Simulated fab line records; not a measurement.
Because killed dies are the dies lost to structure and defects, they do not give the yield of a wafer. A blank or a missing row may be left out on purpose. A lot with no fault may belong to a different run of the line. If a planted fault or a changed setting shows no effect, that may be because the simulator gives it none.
Matching of chambers :: flow sky130 :: 4 sister chambers for SKY_LI_CONTACT_ETCH_14 on rie_diel-03
The step etches BARC in N2/H2, stops on SiO2, time 45.9 s, target depth 60 nm. 14 wafers are shown with their chamber, then 7 later ones without.

## WAFERS PAIRED WITH THEIR CHAMBERS
wafer: L589.1
chamber: 1
drypump_motor_current_A (A): 5.5
throttle_valve_pct (%): 13.234
oes_product_au (a.u.): 0.852

wafer: L589.4
chamber: 3
drypump_motor_current_A (A): 6.6
throttle_valve_pct (%): 13.231
oes_product_au (a.u.): 0.856

wafer: L589.6
chamber: 0
drypump_motor_current_A (A): 5.9
throttle_valve_pct (%): 13.223
oes_product_au (a.u.): 0.848

wafer: L591.1
chamber: 0
drypump_motor_current_A (A): 5.9
throttle_valve_pct (%): 13.230
oes_product_au (a.u.): 0.855

wafer: L591.5
chamber: 1
drypump_motor_current_A (A): 5.5
throttle_valve_pct (%): 13.235
oes_product_au (a.u.): 0.856

wafer: L591.6
chamber: 2
drypump_motor_current_A (A): 6.3
throttle_valve_pct (%): 13.222
oes_product_au (a.u.): 0.850

wafer: L593.2
chamber: 1
drypump_motor_current_A (A): 5.5
throttle_valve_pct (%): 13.229
oes_product_au (a.u.): 0.848

wafer: L593.3
chamber: 0
drypump_motor_current_A (A): 5.9
throttle_valve_pct (%): 13.241
oes_product_au (a.u.): 0.852

wafer: L593.5
chamber: 3
drypump_motor_current_A (A): 6.6
throttle_valve_pct (%): 13.230
oes_product_au (a.u.): 0.854

wafer: L594.2
chamber: 1
drypump_motor_current_A (A): 5.5
throttle_valve_pct (%): 13.228
oes_product_au (a.u.): 0.855

wafer: L594.4
chamber: 3
drypump_motor_current_A (A): 6.6
throttle_valve_pct (%): 13.225
oes_product_au (a.u.): 0.852

wafer: L594.5
chamber: 1
drypump_motor_current_A (A): 5.5
throttle_valve_pct (%): 13.227
oes_product_au (a.u.): 0.851

wafer: L596.1
chamber: 1
drypump_motor_current_A (A): 5.6
throttle_valve_pct (%): 13.214
oes_product_au (a.u.): 0.844

wafer: L596.4
chamber: 0
drypump_motor_current_A (A): 5.9
throttle_valve_pct (%): 13.256
oes_product_au (a.u.): 0.856

SIGNATURES, as means of the wafers listed above
reading: drypump_motor_current_A
chamber 0: 5.900
chamber 1: 5.517
chamber 2: 6.300
chamber 3: 6.600
scatter within a chamber: 0.0289

reading: throttle_valve_pct
chamber 0: 13.23750
chamber 1: 13.22783
chamber 2: 13.22200
chamber 3: 13.22867
scatter within a chamber: 0.00962

reading: oes_product_au
chamber 0: 0.85275
chamber 1: 0.85100
chamber 2: 0.85000
chamber 3: 0.85400
scatter within a chamber: 0.00383
Rule: for each reading, subtract the chamber's mean from the wafer's reading, divide by that reading's scatter and square the result; add these up over the readings and take the root, which gives the wafer's distance from the chamber. The wafer belongs to the nearest chamber; if the next one is less than 2 further off, it can't be placed. How the scatter is found: for the shown wafers, subtract from each reading the mean of its chamber, square and add these, divide the total by (wafers less chambers), then take the root.

## WAFERS WITH NO CHAMBER GIVEN
wafer: L596.5
drypump_motor_current_A (A): 5.9
throttle_valve_pct (%): 13.228
oes_product_au (a.u.): 0.853

wafer: L598.1
drypump_motor_current_A (A): 5.9
throttle_valve_pct (%): 13.210
oes_product_au (a.u.): 0.855

wafer: L598.4
drypump_motor_current_A (A): 6.6
throttle_valve_pct (%): 13.218
oes_product_au (a.u.): 0.854

wafer: L598.5
drypump_motor_current_A (A): 6.6
throttle_valve_pct (%): 13.228
oes_product_au (a.u.): 0.851

wafer: L600.1
drypump_motor_current_A (A): 6.6
throttle_valve_pct (%): 13.226
oes_product_au (a.u.): 0.859

wafer: L600.4
drypump_motor_current_A (A): 5.5
throttle_valve_pct (%): 13.207
oes_product_au (a.u.): 0.854

wafer: L600.5
drypump_motor_current_A (A): 6.3
throttle_valve_pct (%): 13.221
oes_product_au (a.u.): 0.859

## THE CHAMBER EACH PASSED THROUGH
wafer: L596.5
from the rows above: 0
in truth: 0

wafer: L598.1
from the rows above: 0
in truth: 0

wafer: L598.4
from the rows above: 3
in truth: 3

wafer: L598.5
from the rows above: 3
in truth: 3

wafer: L600.1
from the rows above: 3
in truth: 3

wafer: L600.4
from the rows above: 1
in truth: 1

wafer: L600.5
from the rows above: 2
in truth: 2
Placed correctly: 7 of 7. Not placeable from these rows: 0. Number placed wrongly: 0.
